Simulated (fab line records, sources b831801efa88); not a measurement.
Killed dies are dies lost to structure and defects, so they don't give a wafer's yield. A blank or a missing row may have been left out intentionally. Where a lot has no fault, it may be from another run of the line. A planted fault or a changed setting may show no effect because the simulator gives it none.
A struck lot beside a sound one :: flow sky130 :: 21 steps out of a route of 708
Sound: the wafers L310.1, L310.3, L310.6. Struck: wafers L325.2, L325.4, L325.5. The cause is named last.
Order at every step that has rows: each side's tool, ch and its chambers, its first start. Under that, the readings that differ: sound wafers :: struck wafers :: difference of the means :: sigmas: that difference in standard deviations of wafers without a fault.
alike: words and numbers the same on both sides, and readings whose means are apart by under 2 such deviations; not compared: readings that were withheld, readings missing a value for some wafer, numbers with overlapping values and no deviation given by the record, and bounds like >300 which may hide the same value.
Wherever a step has rows on one side only, a row that says differs or no value, or a row with sigmas, the two part there. Numbers that have no deviation but don't overlap get no sigmas and don't part them. Lack of a reading on every wafer of one side parts them only where that side has two or more wafers.

first, 1 step without rows for these wafers: SKY_FIELD_ISO_CVD_24 (deposits SiO2, target thk 595 nm, time 99.2 s).
SKY_FIELD_ISO_THK_MEAS_25:
  sound on film-metro-03, day 2 13:31; struck on film-metro-04, day 5 18:37
  alike: FIELD_ISO_CVD_24_THK
then, 1 step without rows for these wafers: SKY_FIELD_ISO_ANNEAL_26 (time 1800 s).
SKY_FIELD_ISO_CMP_27: polishes, stops on Si3N4, t overpolish 16 s, target thk 457.8 nm.
  sound on cmp-01 ch 0,2,3, day 2 15:52; struck on cmp-01 ch 0,1,3, day 5 21:07
  alike: motor-current-A, overpolish-run-s, time-to-endpoint-s
then, 5 steps without rows for these wafers: SKY_FIELD_ISO_WET_ETCH_28 (etches SiO2 in dHF, target depth 23.7 nm, time 47 s); SKY_FIELD_ISO_WET_ETCH_29 (etches Si3N4 in H3PO4, target depth 160 nm, time 1825 s); SKY_FIELD_ISO_WET_ETCH_30 (etches SiO2 in dHF, target depth 25 nm, time 50 s); SKY_NWELL_CLEAN_00 (cleans in SC1/SC2, time 150 s); SKY_NWELL_OXIDATION_01 (stabilise 600 s, purge 300 s, target thk 10 nm).
SKY_NWELL_THK_MEAS_02:
  sound on film-metro-04, day 2 18:04; struck on film-metro-02, day 5 23:55
  alike: NWELL_OXIDATION_THK
then, 2 steps without rows for these wafers: SKY_DNWELL_DEHYDRATE_00 (time 60 s); SKY_DNWELL_HMDS_01 (prime time 60 s).
SKY_DNWELL_COAT_02: resist thk 3000 nm.
  sound on litho-track-03 ch 0, day 3 01:47; struck on litho-track-03 ch 0, day 6 09:07
reading: spin-speed-rpm (rpm)
sound: 2001.0 1998.8 1998.6
struck: 2600.3 2598.5 2597.7
difference: +599.4
sigmas: +99 or more

reading: model.coat_of_DNWELL_COAT_02.thk-nm (nm)
sound: 3010 3005 3008
struck: 2634 2643 2638
difference: -369
sigmas: 
  alike: exhaust-pa
then, 3 steps without rows for these wafers: SKY_DNWELL_SOFTBAKE_03; SKY_DNWELL_EXPOSE_04 (exposes mask DNM, target cd 3000 nm); SKY_DNWELL_PEB_05.
SKY_DNWELL_DEVELOP_06: develop time 60 s.
  sound: litho-track-02 ch 0; struck: litho-track-04 ch 0
reading: model.coat_of_DNWELL_COAT_02.thk-nm (nm)
sound: 3006 3001 3004
struck: 2629 2638 2633
difference: -370
sigmas: 
  alike: exhaust-pa
then, 1 step without rows for these wafers: SKY_DNWELL_IMPLANT_07.
SKY_DNWELL_STRIP_08: strips in O2/N2.
  sound on plasma-asher-03 ch 0,1, day 3 09:40; struck on plasma-asher-04 ch 0,1, day 6 19:32
reading: drypump-motor-current-A (A)
sound: 6.7 6.7 5.9
struck: 5.2 5.2 5.2
difference: -1.2
sigmas: -2

reading: strip-time-to-endpoint-s (s)
sound: 37.04 36.97 37.00
struck: 32.72 32.83 32.76
difference: -4.23
sigmas: -33
  alike: chamber-pressure-mTorr, oes-product-au
  not compared: rf-hours-counter-h
SKY_DNWELL_TW_MEAS_09:
  sound on film-metro-02, day 3 09:46; struck on film-metro-04, day 6 19:38
  alike: DNWELL_TW
-- the record jumps here: 43 days lie between the struck wafers' starts before and after (it left off in module DNWELL and takes up again in module PAD_OPEN, whose first step shown is number 708 of the route) --
SKY_PAD_OPEN_PROBE_99:
  sound on prober-01, day 46 08:19; struck on prober-01, day 49 19:42
reading: model.etest.res-deep-nwell.width-nm (nm)
sound: 2980 2999 2995
struck: 3018 3030 3038
difference: +37
sigmas: 
  alike: killed_at_M0_to_M3, killed_at_M4_up, killed-at-contacts, killed-at-front-end, killed-at-other, killed-dies, killed-open, killed-short

## WHERE THEY PART
At SKY_DNWELL_COAT_02 first; at SKY_DNWELL_STRIP_08 last (within this record only). Later steps at which nothing parts them and some readings are alike: SKY_DNWELL_TW_MEAS_09, SKY_PAD_OPEN_PROBE_99.

WHY: whatever the simulator had introduced
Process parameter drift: litho-track-03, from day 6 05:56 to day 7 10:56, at SKY_DNWELL_COAT_02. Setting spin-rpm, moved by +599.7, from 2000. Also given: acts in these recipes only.
